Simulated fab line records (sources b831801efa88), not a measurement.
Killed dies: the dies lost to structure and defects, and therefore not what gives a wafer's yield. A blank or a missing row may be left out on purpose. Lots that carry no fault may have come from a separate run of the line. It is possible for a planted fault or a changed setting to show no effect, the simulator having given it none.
Which tool is to blame? ; flow sky130 ; at 1 step of a route of 708, 7 lots with 21 wafers sampled

## WHAT EACH GAUGE READ, for each wafer
SKY_LI_CONTACT_CD_MEAS_12: the cd target is 170 nm.
lot;measured;on;cd nm (nm)
L199;day 30 15:39;cd sem-01;171.2 169.8 171.0
L202;day 30 17:40;cd sem-01;170.9 171.8 172.4
L204;day 31 15:58;cd sem-02;171.1 170.9 170.0
L212;day 33 14:57;cd sem-02;168.5 168.5 167.0
L216;day 34 16:46;cd sem-02;169.9 168.9 169.3
L220;day 36 09:37;cd sem-01;169.7 171.0 170.8
L221;day 36 16:34;cd sem-01;169.6 167.8 169.4

## TOOL THAT RAN EACH LOT (tool first, then ch and the chambers of the sampled wafers, then the start)
Record: no process step prior to these readings.

## THE ANSWER, worked out from the rows above alone
Rule: the usual values come from the lots themselves. The widest of any qualifying gaps counts: lots, ordered by their means at a reading, are off when they make up no more than a third of the lots, leave a main group of 4 or more, and stand apart from it by 3 or more times the standard deviation of that group's means. A main group is skipped when, at the precision printed for the reading in the tables above, its means are all equal. A lot without any number at a reading at which 4 lots or more have one is off too. Where the step has rows for the other lots, those lots are counted as sound.
None of the lots is off at any reading shown; this tells nothing.

## WHAT THE SIMULATOR PUT IN
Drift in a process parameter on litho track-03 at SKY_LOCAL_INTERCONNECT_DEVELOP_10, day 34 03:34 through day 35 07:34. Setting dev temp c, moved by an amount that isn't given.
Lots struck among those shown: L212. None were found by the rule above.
